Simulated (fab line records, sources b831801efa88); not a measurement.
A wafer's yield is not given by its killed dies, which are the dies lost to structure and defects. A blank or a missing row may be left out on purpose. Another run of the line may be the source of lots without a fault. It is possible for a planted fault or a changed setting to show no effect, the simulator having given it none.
Which of the tools did it? + flow sky130 + 12 lots with 35 wafers sampled at 3 steps, on a route of 708 steps

WHAT THE GAUGES SHOWED, per wafer
SKY_LOCAL_INTERCONNECT_OVL_MEAS_12.
| lot  | measured     | on         | LOCAL_INTERCONNECT_OVL (nm) |
|------|--------------|------------|-----------------------------|
| L525 | day 30 20:02 | overlay-02 | 1 2 -1                      |
| L526 | day 31 03:56 | overlay-02 | -4 -3 -11                   |
| L528 | day 31 23:08 | overlay-02 | 6 -1 7                      |
| L531 | day 33 05:53 | overlay-01 | 1 -1 -7                     |
| L535 | day 34 10:59 | overlay-01 | -7 -8 -4                    |
| L536 | day 34 14:57 | overlay-02 | 5 10                        |
| L539 | day 35 13:08 | overlay-01 | -8 -8 -3                    |
| L540 | day 35 18:28 | overlay-01 | -5 -4 2                     |
| L542 | day 36 08:15 | overlay-02 | 1 1 -6                      |
| L543 | day 36 10:02 | overlay-01 | -4 -7 -8                    |
| L544 | day 36 14:50 | overlay-02 | 4 -6 6                      |
| L547 | day 37 16:05 | overlay-02 | 5 -4 3                      |

SKY_CONTACT_THK_MEAS_26: measures by xrf.
| lot  | measured     | on            | CONTACT_W_THK (nm) |
|------|--------------|---------------|--------------------|
| L525 | day 32 01:47 | film-metro-03 | 333 333 331        |
| L526 | day 32 09:23 | film-metro-02 | 341 338 344        |
| L528 | day 33 04:06 | film-metro-02 | 345 342 339        |
| L531 | day 34 11:01 | film-metro-01 | 339 336 339        |
| L535 | day 35 16:08 | film-metro-03 | 340 337 336        |
| L536 | day 35 20:01 | film-metro-01 | 333 332            |
| L539 | day 36 17:35 | film-metro-03 | 335 334 332        |
| L540 | day 36 23:59 | film-metro-01 | 338 340 330        |
| L542 | day 37 12:40 | film-metro-02 | 349 350 344        |
| L543 | day 37 14:03 | film-metro-03 | 335 341 339        |
| L544 | day 37 19:04 | film-metro-03 | 350 339 348        |
| L547 | day 38 20:35 | film-metro-02 | 336 340 340        |

TOOL THAT RAN EACH LOT (tool first, then ch and the chambers of the sampled wafers, then the start)
| lot  | SKY_CONTACT_ETCH_18                           |
|------|-----------------------------------------------|
| L525 | rie-diel-01 ch 0,2, day 32 01:47 or earlier   |
| L526 | rie-diel-02 ch 0,3, day 32 09:23 or earlier   |
| L528 | rie-diel-04 ch 1,3, day 33 04:06 or earlier   |
| L531 | rie-diel-01 ch 0,1, day 34 11:01 or earlier   |
| L535 | rie-diel-02 ch 0,1,2, day 35 16:08 or earlier |
| L536 | rie-diel-04 ch 2,3, day 35 20:01 or earlier   |
| L539 | rie-diel-02 ch 0,1,2, day 36 17:35 or earlier |
| L540 | rie-diel-04 ch 0,1,3, day 36 23:59 or earlier |
| L542 | rie-diel-01 ch 0,1,2, day 37 12:40 or earlier |
| L543 | rie-diel-01 ch 1,2,3, day 37 14:03 or earlier |
| L544 | rie-diel-02 ch 0,1, day 37 19:04 or earlier   |
| L547 | rie-diel-04 ch 0,2,3, day 38 20:35 or earlier |
- SKY_CONTACT_ETCH_18: etches Si3N4 in CHF3/O2, stops on TiN, time 39 s, target depth 75 nm.

WHAT THE TOOLS THEMSELVES READ (means of the sampled wafers that have a number; where no wafer has one, the mark that the record gives instead)
SKY_CONTACT_ETCH_18.
| lot  | tool        | drypump-motor-current-A (A) | oes-product-au (a.u.) | throttle-valve-pct (%) |
|------|-------------|-----------------------------|-----------------------|------------------------|
| L525 | rie-diel-01 | 5.5                         | 0.864                 | 8.797                  |
| L526 | rie-diel-02 | 6.0                         | 0.855                 | 8.796                  |
| L528 | rie-diel-04 | 5.7                         | 0.858                 | 8.796                  |
| L531 | rie-diel-01 | 5.8                         | 0.870                 | 8.792                  |
| L535 | rie-diel-02 | 5.6                         | 0.860                 | 8.797                  |
| L536 | rie-diel-04 | 5.2                         | 0.855                 | 8.800                  |
| L539 | rie-diel-02 | 5.6                         | 0.852                 | 8.793                  |
| L540 | rie-diel-04 | 5.7                         | 0.858                 | 8.789                  |
| L542 | rie-diel-01 | 5.8                         | 0.861                 | 8.801                  |
| L543 | rie-diel-01 | 6.1                         | 0.853                 | 8.787                  |
| L544 | rie-diel-02 | 5.6                         | 0.853                 | 8.794                  |
| L547 | rie-diel-04 | 5.5                         | 0.839                 | 8.798                  |

THE ANSWER, worked out from the rows above alone
Rule: usual is defined by the lots themselves. The widest of any qualifying gaps counts: lots, ordered by their means at a reading, are off when they make up no more than a third of the lots, leave a main group of 4 or more, and stand apart from it by 3 or more times the standard deviation of that group's means. A main group is skipped when, at the precision printed for the reading in the tables above, its means are all equal. A lot without any number at a reading at which 4 lots or more have one is off too. All remaining lots with rows at the step are treated as sound. After the gauges, taken in route order, come the tools' own readings; for these a lot's mean is taken, as printed above. The first step at which some lot is off is used, and at that step the reading that is off furthest; a lot without a number counts as furthest.
Nothing can be told from this: no lot is off at any reading shown.

WHAT WAS PUT IN BY THE SIMULATOR
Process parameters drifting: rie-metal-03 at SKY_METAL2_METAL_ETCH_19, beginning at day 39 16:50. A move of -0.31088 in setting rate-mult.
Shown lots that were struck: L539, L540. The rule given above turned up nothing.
